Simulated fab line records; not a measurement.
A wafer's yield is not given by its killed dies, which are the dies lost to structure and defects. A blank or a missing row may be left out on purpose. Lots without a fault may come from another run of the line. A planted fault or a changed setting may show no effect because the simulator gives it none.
Struck lot and sound lot, side by side -- flow gf180mcu -- 18 out of 602 route steps
Sound: wafers L593.1, L593.5, L593.6. Struck: wafer L598.2 (left out: L598.5, a lot-mate that was not struck); the cause follows at the end.
Each step with rows lists, per side, the tool, then ch with its chambers, then its first start. Under that, the readings that differ: sound wafers -- struck wafers -- difference of the means -- sigmas: that difference in standard deviations of wafers without a fault.
alike: words and numbers the same on both sides, and readings whose means are apart by under 2 such deviations; not compared: readings that were withheld, readings missing a value for some wafer, numbers with overlapping values and no deviation given by the record, and bounds like >300 which may hide the same value.
Wherever a step has rows on one side only, a row that says differs or no value, or a row with sigmas, the two part there. Non-overlapping numbers with no deviation appear without sigmas and do not part them. A reading that every wafer of one side lacks parts them only if that side has two wafers or more.

first, 2 steps without rows for these wafers: GF_CONTACT_PEB_12 (peb time 90 s); GF_CONTACT_DEVELOP_13 (develop time 60 s).
GF_CONTACT_CD_MEAS_14: the cd target is 220 nm.
  struck on cd-sem-02, day 19 07:10; sound on cd-sem-02, day 16 15:07
  alike: cd-nm
GF_CONTACT_OVL_MEAS_15:
  struck on overlay-01, day 19 07:16; sound on overlay-01, day 16 15:14
  alike: CONTACT_OVL
GF_CONTACT_ETCH_16: etches BARC in N2/H2.
  sound on rie-diel-04 ch 1,2, day 16 15:16; struck on rie-diel-03 ch 0, day 19 07:18
  alike: drypump-motor-current-A, oes-product-au, throttle-valve-pct
GF_CONTACT_ETCH_17: etches SiO2 in C4F8/O2/Ar, stops on CoSi2, target depth 860 nm.
  sound on rie-diel-04 ch 1,2; struck on rie-diel-03 ch 0
  alike: oes-product-au
GF_CONTACT_STRIP_18: strips in O2/N2.
  sound on plasma-asher-02 ch 0,1, day 16 15:26; struck on plasma-asher-02 ch 1, day 19 07:28
  alike: drypump-motor-current-A, heater-power-w, oes-product-au
  not compared: rf-hours-counter-h
then, 3 steps without rows for these wafers: GF_CONTACT_CLEAN_19 (cleans in SPM); GF_CONTACT_CLEAN_20 (cleans in DIW); GF_CONTACT_CLEAN_21 (cleans in dHF, time 20 s).
GF_CONTACT_SPUTTER_22: material Ti, target thk 15 nm, time 80.02 s.
  struck on pvd-sputter-03, day 19 07:46; sound on pvd-sputter-01, day 16 15:49
  alike: throttle-valve-pct
GF_CONTACT_SPUTTER_23: material TiN, target thk 10 nm, time 40 s.
  struck on pvd-sputter-03, day 19 07:50; sound on pvd-sputter-01, day 16 15:53
  alike: throttle-valve-pct
GF_CONTACT_CVD_24: deposits W, target thk 300 nm, time 90.339 s.
  sound on cvd-w-02 ch 0,1, day 16 15:55; struck on cvd-w-02 ch 0, day 19 07:52
reading,sound,struck,difference,sigmas
model.W_of_CONTACT_CVD_24.thk-nm (nm),301.7 299.6 305.3,106,-196,
  alike: heater-power-outer-w, heater-power-w
  not compared: since-wet-clean-h
GF_CONTACT_RS_MEAS_25: uses a four-point probe to measure.
  struck on film-metro-01, day 19 07:59; sound on film-metro-03, day 16 16:01
reading,sound,struck,difference,sigmas
CONTACT_W_RS (ohm/sq),0.379 0.383 0.376,1.106,+0.727,+99 or more
GF_CONTACT_THK_MEAS_26: measures by xrf.
  struck on film-metro-01, day 19 08:06; sound on film-metro-03, day 16 16:08
reading,sound,struck,difference,sigmas
CONTACT_W_THK (nm),300 299 302,106,-194,-39
GF_CONTACT_CMP_27: polishes, stops on SiO2, t overpolish 15 s, target thk 0 nm.
  sound on cmp-02 ch 1,2, day 16 16:12; struck on cmp-01 ch 2, day 19 08:18
reading,sound,struck,difference,sigmas
time-to-endpoint-s (s),79 82 78,26,-54,-14
  alike: motor-current-A
then, 1 step without rows for these wafers: GF_M1_SPUTTER_00 (material Ti, target thk 37.5 nm, time 150 s).
-- the record jumps here: 12 days lie between the struck wafers' starts before and after (it left off in module M1 and takes up again in module PASSIVATION, whose first step shown is number 602 of the route) --
GF_PASSIVATION_PROBE_99:
  only the struck wafers here have rows in the record (prober-01, day 31 14:47); the sound ones have none

== WHERE THEY PART ==
At GF_CONTACT_RS_MEAS_25 first; at GF_PASSIVATION_PROBE_99 last (within this record only).

WHY: whatever the simulator had introduced
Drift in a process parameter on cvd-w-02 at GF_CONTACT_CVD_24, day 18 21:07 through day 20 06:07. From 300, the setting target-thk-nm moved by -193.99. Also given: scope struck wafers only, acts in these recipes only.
